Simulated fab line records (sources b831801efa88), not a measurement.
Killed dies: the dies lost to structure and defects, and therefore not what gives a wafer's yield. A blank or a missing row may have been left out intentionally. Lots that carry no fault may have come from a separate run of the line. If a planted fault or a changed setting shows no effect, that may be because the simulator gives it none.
What tool caused it?    flow sky130    Sampling: 12 lots, 36 wafers, 6 of 708 route steps

WHAT THE GAUGES READ, wafer by wafer
SKY_VT_ADJUST_PCH_OVL_MEAS_07. Usual: VT_ADJUST_PCH_OVL typically reads -0.1 nm, with standard deviation 1.3.
lot   measured      on          VT_ADJUST_PCH_OVL (nm)  flag
L163  day 11 10:29  overlay-02  -1.3 -0.8 -0.2          
L165  day 11 20:37  overlay-02  -1.6 -0.7 -0.3          
L167  day 12 20:08  overlay-01  1.5 0.9 -0.8            
L168  day 13 05:22  overlay-02  -0.9 -2.5 -2.4          
L170  day 13 13:26  overlay-01  1.2 2.0 3.3             
L174  day 14 15:30  overlay-01  0.3 0.1 -0.3            
L175  day 14 21:13  overlay-02  1.0 -0.4 0.3            
L176  day 15 02:18  overlay-01  1.3 -0.8 -0.7           
L181  day 16 07:56  overlay-01  1.0 -0.8 0.6            
L182  day 16 19:28  overlay-02  0.0 -2.7 0.7            
L183  day 16 21:34  overlay-02  0.9 -1.5 -0.3           
L185  day 17 09:38  overlay-02  0.8 -1.2 0.8            

SKY_POLY_GATE_CD_MEAS_22. Usual: cd-nm at 152.1 nm, with a standard deviation of 2.
lot   measured      on         cd-nm (nm)         flag
L163  day 17 09:45  cd-sem-01  152.0 149.8 150.4  
L165  day 18 00:58  cd-sem-02  154.0 148.0 152.9  
L167  day 19 03:22  cd-sem-02  148.5 151.5 152.1  
L168  day 19 11:22  cd-sem-02  155.5 153.5 156.0  
L170  day 19 22:37  cd-sem-01  149.1 148.0 149.2  
L174  day 21 05:20  cd-sem-02  154.6 153.7 152.9  
L175  day 21 15:33  cd-sem-01  153.7 153.6 151.5  
L176  day 21 21:40  cd-sem-01  152.8 153.0 153.1  
L181  day 23 05:12  cd-sem-02  153.4 153.5 156.3  
L182  day 23 15:45  cd-sem-01  155.7 154.0 154.2  
L183  day 23 20:10  cd-sem-02  150.5 154.5 149.9  
L185  day 24 05:41  cd-sem-02  151.9 150.2 152.9  

SKY_LDD_P_CD_MEAS_07: the cd target is 380 nm. Usual: cd-nm at 379.4 nm, with a standard deviation of 2.5.
lot   measured      on         cd-nm (nm)         flag
L163  day 19 22:08  cd-sem-01  381.1 382.5 383.4  
L165  day 20 12:52  cd-sem-01  379.6 381.5 381.5  
L167  day 21 17:41  cd-sem-01  378.6 377.3 377.9  
L168  day 22 01:01  cd-sem-02  377.3 377.3 378.6  
L170  day 22 12:17  cd-sem-02  377.5 379.1 378.4  
L174  day 23 18:46  cd-sem-02  - - -              OFF
L175  day 24 04:41  cd-sem-02  - - -              OFF
L176  day 24 10:49  cd-sem-02  - - -              OFF
L181  day 25 17:25  cd-sem-02  379.8 378.2 378.4  
L182  day 26 02:50  cd-sem-02  384.7 382.5 384.4  
L183  day 26 07:58  cd-sem-02  381.9 383.5 380.5  
L185  day 26 17:17  cd-sem-01  379.1 380.3 379.3  

SKY_LDD_HVN_TW_MEAS_10. Usual: LDD_HVN_TW typically reads 1422, with standard deviation 13.
lot   measured      on             LDD_HVN_TW                     flag
L163  day 21 04:21  film-metro-03  1406 1412 1413                 
L165  day 21 19:29  film-metro-04  1429 1445 1443                 
L167  day 23 00:18  film-metro-02  1411 1412 1410                 
L168  day 23 07:29  film-metro-02  1404 1408 1411                 
L170  day 23 18:54  film-metro-03  1425 1429 1425                 
L174  day 25 00:41  film-metro-04  1481 1481 1484 1482 1479 1480  OFF
L175  day 25 10:53  film-metro-03  1446 1448 1451                 
L176  day 25 17:11  film-metro-03  1453 1454 1458                 
L181  day 26 23:20  film-metro-03  1417 1406 1418                 
L182  day 27 08:40  film-metro-03  1416 1412 1416                 
L183  day 27 13:11  film-metro-02  1420 1417 1417                 
L185  day 27 23:01  film-metro-02  1411 1410 1415                 

SKY_LDD_HVP_TW_MEAS_10. Usual: LDD_HVP_TW typically reads 454, with standard deviation 3.5.
lot   measured      on             LDD_HVP_TW               flag
L163  day 22 11:16  film-metro-04  456 457 453              
L165  day 23 02:01  film-metro-04  454 456 455              
L167  day 24 06:28  film-metro-04  455 456 455              
L168  day 24 13:07  film-metro-01  455 453 454              
L170  day 25 00:39  film-metro-01  454 454 453              
L174  day 26 05:50  film-metro-04  704 704 702 705 707 706  OFF
L175  day 26 16:12  film-metro-01  693 692 695 696 693 695  OFF
L176  day 26 22:46  film-metro-04  704 704 703 704 708 705  OFF
L181  day 28 04:34  film-metro-02  450 446 448              
L182  day 28 13:39  film-metro-04  456 455 458              
L183  day 28 17:49  film-metro-01  452 455 455              
L185  day 29 03:49  film-metro-01  453 453 453              

WHICH TOOL RAN EACH LOT (tool, then ch and the chambers of the sampled wafers, then the start)
lot   SKY_LDD_P_COAT_02
L163  litho-track-02 ch 0, day 19 05:55
L165  litho-track-04 ch 0, day 19 22:49
L167  litho-track-01 ch 0, day 21 02:32
L168  litho-track-02 ch 0, day 21 10:01
L170  litho-track-02 ch 0, day 21 20:07
L174  litho-track-01, day 23 02:47
L175  litho-track-01, day 23 14:13
L176  litho-track-02, day 23 20:53
L181  litho-track-01 ch 0, day 25 03:01
L182  litho-track-01 ch 0, day 25 12:17
L183  litho-track-01 ch 0, day 25 16:49
L185  litho-track-04 ch 0, day 26 02:14
- SKY_LDD_P_COAT_02: resist thk 1140 nm.

WHAT THE TOOLS THEMSELVES READ (means of the sampled wafers that have a number; where no wafer has one, the mark that the record gives instead)
SKY_LDD_P_COAT_02. Usual: chill-plate-temp-C 23.00 C, standard deviation 0.13; dispense-pressure-kPa 47 kPa, standard deviation 5.4.
lot   tool            chill-plate-temp-C (C)  dispense-pressure-kPa (kPa)  flag
L163  litho-track-02  23.22                   48                           
L165  litho-track-04  23.16                   54                           
L167  litho-track-01  23.04                   42                           
L168  litho-track-02  22.89                   48                           
L170  litho-track-02  22.91                   48                           
L174  litho-track-01  -                       -                            OFF
L175  litho-track-01  -                       -                            OFF
L176  litho-track-02  -                       -                            OFF
L181  litho-track-01  23.16                   42                           
L182  litho-track-01  23.21                   42                           
L183  litho-track-01  22.83                   42                           
L185  litho-track-04  22.93                   54                           

THE ANSWER, worked out from the rows above alone
Rule: a lot is off if the mean of its wafers that have a number lies more than 3 standard deviations from the usual mean. Also off: a lot with no number at a reading for which 4 or more lots have one. The other lots that the step has rows for count as sound. After the gauges, taken in route order, come the tools' own readings; for these a lot's mean is taken, as printed above. At the first step where some lot is off, the reading lying furthest off is the one used; lots without a number count as furthest.
Off at SKY_LDD_P_CD_MEAS_07 (cd-nm): L174, L175, L176. Without a number there: L174, L175, L176.
If a tool, at a process step before that reading, ran all the lots that are off and no sound lot after the first of them, it fits. Not tried: the gauges at SKY_LDD_P_CD_MEAS_07; whatever is off there is also off at SKY_LDD_HVP_TW_MEAS_10, on other tools, and gauge error can't account for it. No candidate that was tried fits.

WHAT THE SIMULATOR PUT IN
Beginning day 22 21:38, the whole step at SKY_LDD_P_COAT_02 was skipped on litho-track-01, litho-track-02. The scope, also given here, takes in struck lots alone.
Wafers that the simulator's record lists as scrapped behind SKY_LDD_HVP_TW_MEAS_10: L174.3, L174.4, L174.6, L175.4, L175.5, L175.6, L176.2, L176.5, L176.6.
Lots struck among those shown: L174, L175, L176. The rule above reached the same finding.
